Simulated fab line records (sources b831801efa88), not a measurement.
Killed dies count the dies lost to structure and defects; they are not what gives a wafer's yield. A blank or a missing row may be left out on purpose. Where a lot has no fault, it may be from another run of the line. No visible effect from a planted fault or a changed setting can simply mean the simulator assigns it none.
A struck lot beside a sound one	flow sky130	15 out of 708 route steps
Sound: the wafers L967.3, L967.4, L967.5. The struck wafers were L975.3, L975.4, L975.6. The cause is given at the end.
Each step with rows lists, per side, the tool, then ch with its chambers, then its first start. Under that, the readings that differ: sound wafers	struck wafers	difference of the means	sigmas: that difference in standard deviations of wafers without a fault.
alike: words and numbers the same on both sides, and readings whose means are apart by under 2 such deviations; not compared: readings that were withheld, readings missing a value for some wafer, numbers with overlapping values and no deviation given by the record, and bounds like >300 which may hide the same value.
The two part at a step that has a row with sigmas, a row that says differs or no value, or rows on one side only. Non-overlapping numbers with no deviation appear without sigmas and do not part them. Lack of a reading on every wafer of one side parts them only where that side has two or more wafers.

SKY_METAL1_DESCUM_17: chemistry O2, time 8 s.
  sound on rie-metal-01 ch 0,1, day 32 20:43; struck on rie-metal-02 ch 0,1, day 36 09:50
  alike: drypump-motor-current-A, oes-product-au
  not compared: rf-hours-counter-h
SKY_METAL1_ETCH_18: etches BARC in N2/H2, stops on SiO2, time 47.72 s, target depth 60 nm.
  sound on rie-metal-01 ch 0,1, day 32 20:45; struck on rie-metal-02 ch 0,1, day 36 09:53
reading	sound	struck	difference	sigmas
drypump-motor-current-A (A)	5.2 5.1 5.2	5.4 6.2 6.2	+0.8	+2
  alike: oes-product-au, throttle-valve-pct
  not compared: rf-hours-counter-h
SKY_METAL1_METAL_ETCH_19: etches the open film in Cl2/BCl3, stops on SiO2, target depth 360 nm, time 78 s.
  sound on rie-metal-01 ch 0,1, day 32 20:50; struck on rie-metal-02 ch 0,1, day 36 09:57
reading	sound	struck	difference	sigmas
drypump-motor-current-A (A)	5.2 5.1 5.2	5.4 6.2 6.2	+0.8	+2
  alike: bcl3-flow-sccm, oes-product-au, throttle-valve-pct
  not compared: rf-hours-counter-h
SKY_METAL1_STRIP_20: strips in O2/N2.
  sound on plasma-asher-03 ch 0,1, day 32 20:55; struck on plasma-asher-03 ch 0,1, day 36 10:02
  alike: drypump-motor-current-A, oes-product-au, strip-time-to-endpoint-s
  not compared: rf-hours-counter-h
then, 4 steps without rows for these wafers: SKY_METAL1_STRIP_21 (strips in post etch residue remover, time 1200 s); SKY_METAL1_CLEAN_22 (cleans in IPA, time 180 s); SKY_METAL1_CLEAN_23 (cleans in O3/DIW); SKY_VIA1_HDPCVD_00 (deposits SiO2, target thk 1030 nm, time 171.7 s).
SKY_VIA1_THK_MEAS_01:
  sound on film-metro-04, day 32 21:40; struck on film-metro-03, day 36 10:50
  alike: VIA1_HDPCVD_THK
SKY_VIA1_CMP_02: polishes SiO2.
  sound on cmp-02 ch 1,2,3, day 32 21:43; struck on cmp-02 ch 0,3, day 36 10:53
  alike: motor-current-A
SKY_VIA1_BOW_MEAS_03:
  sound on film-metro-03, day 32 22:03; struck on film-metro-04, day 36 11:13
  alike: VIA1_BOW
then, 1 step without rows for these wafers: SKY_VIA1_DEHYDRATE_04 (time 60 s).
SKY_VIA1_HMDS_05: prime time 60 s.
  sound on litho-track-03 ch 0, day 33 11:14; struck on litho-track-01 ch 0, day 36 23:53
reading	sound	struck	difference	sigmas
prime-temp-c (C)	120.19 120.18 119.94	114.89 115.08 115.06	-5.09	-39
then, 1 step without rows for these wafers: SKY_VIA1_COAT_06 (resist thk 60 nm).
SKY_PAD_OPEN_PROBE_99:
  the record holds rows for the sound wafers here (prober-02, day 46 00:16) but none for the struck ones

WHERE THEY PART
Last at SKY_PAD_OPEN_PROBE_99 as far as this record goes, first at SKY_METAL1_ETCH_18.

WHY: what the simulator had put in
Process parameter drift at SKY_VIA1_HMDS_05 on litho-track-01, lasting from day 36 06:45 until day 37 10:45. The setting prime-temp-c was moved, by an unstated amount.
